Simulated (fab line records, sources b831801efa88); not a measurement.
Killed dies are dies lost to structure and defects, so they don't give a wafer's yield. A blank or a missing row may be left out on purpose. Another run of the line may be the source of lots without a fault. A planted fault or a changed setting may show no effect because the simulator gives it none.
The tool behind it: which one? / flow gf180mcu / Sampling: 13 lots, 36 wafers, 4 of 602 route steps

## WHAT EACH GAUGE READ, for each wafer
GF_VT_IMPLANT_OVL_MEAS_18. Usual: VT_IMPLANT_01_OVL -1.3 nm, standard deviation 1.5.
lot=L283; measured=day 6 05:25; on=overlay-01; VT_IMPLANT_01_OVL (nm)=-2.8 -3.7; flag=
lot=L287; measured=day 7 10:41; on=overlay-02; VT_IMPLANT_01_OVL (nm)=-0.4 -1.2 -1.2; flag=
lot=L289; measured=day 7 21:26; on=overlay-01; VT_IMPLANT_01_OVL (nm)=-1.9 -3.0 -3.6; flag=
lot=L292; measured=day 8 16:34; on=overlay-01; VT_IMPLANT_01_OVL (nm)=-0.7 -0.9 -1.2; flag=
lot=L293; measured=day 8 21:43; on=overlay-02; VT_IMPLANT_01_OVL (nm)=0.4 -1.6 0.0; flag=
lot=L295; measured=day 9 11:41; on=overlay-02; VT_IMPLANT_01_OVL (nm)=-2.4 0.2 1.6; flag=
lot=L296; measured=day 9 15:44; on=overlay-01; VT_IMPLANT_01_OVL (nm)=-2.2 -2.3 -2.4; flag=
lot=L299; measured=day 10 11:01; on=overlay-01; VT_IMPLANT_01_OVL (nm)=- - -; flag=OFF
lot=L302; measured=day 11 06:28; on=overlay-02; VT_IMPLANT_01_OVL (nm)=-0.1 -2.1 -1.4; flag=
lot=L303; measured=day 11 12:38; on=overlay-02; VT_IMPLANT_01_OVL (nm)=-0.2 0.9; flag=
lot=L304; measured=day 11 17:41; on=overlay-02; VT_IMPLANT_01_OVL (nm)=-0.3 0.0 -0.7; flag=
lot=L305; measured=day 12 00:08; on=overlay-02; VT_IMPLANT_01_OVL (nm)=0.5 -1.5; flag=
lot=L306; measured=day 12 07:50; on=overlay-02; VT_IMPLANT_01_OVL (nm)=-2.1 -3.0 -3.4; flag=

GF_VT_IMPLANT_TW_MEAS_21. Usual: VT_IMPLANT_2_TW 1206, standard deviation 6.7.
lot=L283; measured=day 6 05:42; on=film metro-03; VT_IMPLANT_2_TW=1203 1197; flag=
lot=L287; measured=day 7 10:58; on=film metro-01; VT_IMPLANT_2_TW=1212 1219 1210; flag=
lot=L289; measured=day 7 21:43; on=film metro-04; VT_IMPLANT_2_TW=1219 1219 1211; flag=
lot=L292; measured=day 8 16:51; on=film metro-03; VT_IMPLANT_2_TW=1194 1192 1196; flag=
lot=L293; measured=day 8 22:01; on=film metro-04; VT_IMPLANT_2_TW=1220 1208 1209; flag=
lot=L295; measured=day 9 11:58; on=film metro-03; VT_IMPLANT_2_TW=1206 1201 1193; flag=
lot=L296; measured=day 9 16:01; on=film metro-03; VT_IMPLANT_2_TW=1198 1205 1197; flag=
lot=L299; measured=day 10 11:19; on=film metro-01; VT_IMPLANT_2_TW=30 30 30; flag=OFF
lot=L302; measured=day 11 06:45; on=film metro-01; VT_IMPLANT_2_TW=1211 1209 1210; flag=
lot=L303; measured=day 11 12:55; on=film metro-01; VT_IMPLANT_2_TW=1210 1205; flag=
lot=L304; measured=day 11 17:59; on=film metro-03; VT_IMPLANT_2_TW=1213 1203 1211; flag=
lot=L305; measured=day 12 00:26; on=film metro-01; VT_IMPLANT_2_TW=1208 1208; flag=
lot=L306; measured=day 12 08:08; on=film metro-01; VT_IMPLANT_2_TW=1208 1204 1206; flag=

GF_DUAL_GATE_OVL_MEAS_11. Usual: DUAL_GATE_OVL -1.0 nm, standard deviation 1.3.
lot=L283; measured=day 8 10:16; on=overlay-02; DUAL_GATE_OVL (nm)=-0.3 -1.0; flag=
lot=L287; measured=day 9 14:04; on=overlay-01; DUAL_GATE_OVL (nm)=-0.9 -1.0 -0.3; flag=
lot=L289; measured=day 10 02:04; on=overlay-02; DUAL_GATE_OVL (nm)=-0.1 0.2 -1.6; flag=
lot=L292; measured=day 10 22:58; on=overlay-01; DUAL_GATE_OVL (nm)=-1.1 -1.4 -0.9; flag=
lot=L293; measured=day 11 06:01; on=overlay-02; DUAL_GATE_OVL (nm)=0.6 -0.5 1.2; flag=
lot=L295; measured=day 11 19:32; on=overlay-02; DUAL_GATE_OVL (nm)=-1.8 0.2 -3.2; flag=
lot=L296; measured=day 12 01:43; on=overlay-01; DUAL_GATE_OVL (nm)=-2.0 -4.1 -1.0; flag=
lot=L302; measured=day 13 19:40; on=overlay-02; DUAL_GATE_OVL (nm)=-0.9 0.3 -1.0; flag=
lot=L303; measured=day 14 03:05; on=overlay-02; DUAL_GATE_OVL (nm)=-0.4 -1.8; flag=
lot=L304; measured=day 14 07:37; on=overlay-01; DUAL_GATE_OVL (nm)=-1.1 -2.5 -2.1; flag=
lot=L305; measured=day 14 16:13; on=overlay-02; DUAL_GATE_OVL (nm)=0.0 -1.6; flag=
lot=L306; measured=day 14 23:10; on=overlay-02; DUAL_GATE_OVL (nm)=-0.3 -0.3 -0.2; flag=

## TOOL THAT RAN EACH LOT (tool first, then ch and the chambers of the sampled wafers, then the start)
lot=L283; GF_VT_IMPLANT_EXPOSE_15=iline stepper-01 ch 0, day 5 22:53
lot=L287; GF_VT_IMPLANT_EXPOSE_15=iline stepper-01 ch 0, day 7 02:32
lot=L289; GF_VT_IMPLANT_EXPOSE_15=iline stepper-01 ch 0, day 7 14:22
lot=L292; GF_VT_IMPLANT_EXPOSE_15=iline stepper-01 ch 0, day 8 07:53
lot=L293; GF_VT_IMPLANT_EXPOSE_15=iline stepper-01 ch 0, day 8 13:29
lot=L295; GF_VT_IMPLANT_EXPOSE_15=iline stepper-01 ch 0, day 9 02:44
lot=L296; GF_VT_IMPLANT_EXPOSE_15=iline stepper-02 ch 0, day 9 06:49
lot=L299; GF_VT_IMPLANT_EXPOSE_15=iline stepper-02 ch 0, day 10 01:41
lot=L302; GF_VT_IMPLANT_EXPOSE_15=iline stepper-01 ch 0, day 10 21:14
lot=L303; GF_VT_IMPLANT_EXPOSE_15=iline stepper-02 ch 0, day 11 03:27
lot=L304; GF_VT_IMPLANT_EXPOSE_15=iline stepper-02 ch 0, day 11 09:27
lot=L305; GF_VT_IMPLANT_EXPOSE_15=iline stepper-02 ch 0, day 11 15:16
lot=L306; GF_VT_IMPLANT_EXPOSE_15=iline stepper-01 ch 0, day 11 22:44
- GF_VT_IMPLANT_EXPOSE_15: exposes mask Nwell LV AREA, target cd 860 nm.

## AS READ BY THE TOOLS THEMSELVES (means over the sampled wafers that have a number; for cases with no such wafer, the mark the record gives instead)
GF_VT_IMPLANT_EXPOSE_15. Usual: reticle temp C at 23.02 C, with a standard deviation of 0.11.
lot=L283; tool=iline stepper-01; reticle temp C (C)=23.12; flag=
lot=L287; tool=iline stepper-01; reticle temp C (C)=22.96; flag=
lot=L289; tool=iline stepper-01; reticle temp C (C)=23.05; flag=
lot=L292; tool=iline stepper-01; reticle temp C (C)=23.01; flag=
lot=L293; tool=iline stepper-01; reticle temp C (C)=23.11; flag=
lot=L295; tool=iline stepper-01; reticle temp C (C)=22.90; flag=
lot=L296; tool=iline stepper-02; reticle temp C (C)=23.04; flag=
lot=L299; tool=iline stepper-02; reticle temp C (C)=22.93; flag=
lot=L302; tool=iline stepper-01; reticle temp C (C)=23.13; flag=
lot=L303; tool=iline stepper-02; reticle temp C (C)=22.77; flag=
lot=L304; tool=iline stepper-02; reticle temp C (C)=22.96; flag=
lot=L305; tool=iline stepper-02; reticle temp C (C)=23.04; flag=
lot=L306; tool=iline stepper-01; reticle temp C (C)=23.00; flag=

## THE ANSWER, worked out from the rows above alone
Rule: a lot is off if the mean of its wafers that have a number lies more than 3 standard deviations from the usual mean. Also off: a lot with no number at a reading for which 4 or more lots have one. The other lots that the step has rows for count as sound. First the gauges in route order, then the tools' own readings, where a lot's mean is used as printed above. The first step at which some lot is off is used, and at that step the reading that is off furthest; a lot without a number counts as furthest.
Off: at GF_VT_IMPLANT_OVL_MEAS_18 (VT_IMPLANT_01_OVL), L299. Without a number there: L299.
If a tool, at a process step before that reading, ran all the lots that are off and no sound lot after the first of them, it fits. The gauges at GF_VT_IMPLANT_OVL_MEAS_18 aren't tried: what is off there is off at GF_VT_IMPLANT_TW_MEAS_21 too, on other tools, and a gauge's error can't cause that. Of those tried, none fits.

## WHAT THE SIMULATOR PUT IN
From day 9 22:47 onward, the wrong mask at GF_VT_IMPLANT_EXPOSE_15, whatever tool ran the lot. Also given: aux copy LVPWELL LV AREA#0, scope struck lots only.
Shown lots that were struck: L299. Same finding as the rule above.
